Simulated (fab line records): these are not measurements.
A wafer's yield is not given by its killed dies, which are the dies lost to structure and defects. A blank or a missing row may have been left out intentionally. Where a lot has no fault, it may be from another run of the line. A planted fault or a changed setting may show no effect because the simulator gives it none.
8D (eight disciplines) problem report, filled in by code ; flow gf180mcu ; the parts of the form that need people (team, actions taken, sign-off) are left out

== 1. WHAT WENT WRONG ==
Wafers free of any fault read 562 (standard deviation 3.5) for VT_IMPLANT_TW at GF_VT_IMPLANT_TW_MEAS_10, against a mean of 595 on 6 wafers of 2 lots. That is +9.5 standard deviations from the usual mean.
First seen on wafer L534.1, day 7 17:06, on film-metro-04. Wafers with a number at this step in the record: 36, from 12 lots. Rule for "out", or "out of limits": more than 4 standard deviations from the usual mean. All remaining wafers that have a number are taken as sound.

== 2. WHAT IT IS, AND WHAT IT ISN'T ==
question;is;is not
which readings at this step;VT_IMPLANT_TW;-
which lots;L534, L535;L530, L531, L533, L541, L542, L544, L545, L546, L547, L548
which wafers of those lots;all that have a number;-
read on which gauges;film-metro-03, film-metro-04;film-metro-02
when;from day 7 17:06;"up to then (9 sound wafers); but 21 sound wafers of L541, L542, L544, L545, L546, L547, L548 came after"

== 3. WHAT RULES OUT EACH SUSPECT ==
Counting: a tool at any process step up to the reading remains a suspect when it ran all the lots that are out and ran no sound lot after the first of those.
- the gauge at GF_VT_IMPLANT_TW_MEAS_10 is ruled out. The wafers that are out were read on 2 gauges (film-metro-03, film-metro-04).
- implanter-02 at GF_VT_IMPLANT_IMPLANT_08: kept. Every lot that is out went through it, starting with L534 (day 7 16:51), and after that it ran no sound lot; the last sound lot it ran before then is L531 (day 6 23:54). Its own readings are out on those wafers: dose-ions-cm2, faraday-current-uA.
The count leaves implanter-02 at GF_VT_IMPLANT_IMPLANT_08.

== 4. THE CAUSE (what the simulator had put in) ==
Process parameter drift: implanter-02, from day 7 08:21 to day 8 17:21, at GF_VT_IMPLANT_IMPLANT_08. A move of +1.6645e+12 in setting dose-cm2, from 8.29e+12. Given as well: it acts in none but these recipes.
After counting, this tool was the only one left.

== 5. THE EFFECT CHAIN, in route order ==
Each row: a reading whose mean over the struck wafers that have a number lies more than 3 standard deviations from the usual. Readings are gone through only where the record gives a usual standard deviation; hours: the median, over the lots, of the time from a lot's start at the first step in this table giving one to that lot's start at this step; sigmas: the change measured in usual standard deviations.
hours;step;reading;usual;on struck wafers;change;sigmas
0;GF_VT_IMPLANT_IMPLANT_08;dose-ions-cm2;8.286e+12;9.956e+12;+1.670e+12;+99 or more
0;GF_VT_IMPLANT_IMPLANT_08;faraday-current-uA;46.7;56.0;+9.3;+9.8
0;GF_VT_IMPLANT_TW_MEAS_10;VT_IMPLANT_TW;562;595;+33;+9.5
It contains these process steps:
- GF_VT_IMPLANT_IMPLANT_08
Later measuring or inspecting steps at which every struck wafer that the step has a row for has a number for every such reading, and none has moved that far: GF_VT_IMPLANT_OVL_MEAS_29.

== 6. WHAT WOULD HAVE CAUGHT IT SOONER ==
9 hours passed between the start of the fault at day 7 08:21 and the first reading out of limits at a measuring or inspecting step in this record, taken at day 7 17:06.
Tool's own readings at GF_VT_IMPLANT_IMPLANT_08, dose-ions-cm2, faraday-current-uA: out on all struck wafers the step has rows for; an alarm limit on them would have tripped on the first.
Lots out: 2; of these, L535 started GF_VT_IMPLANT_IMPLANT_08 on implanter-02 after day 7 17:06. A tool hold placed at that time would have kept it from harm.
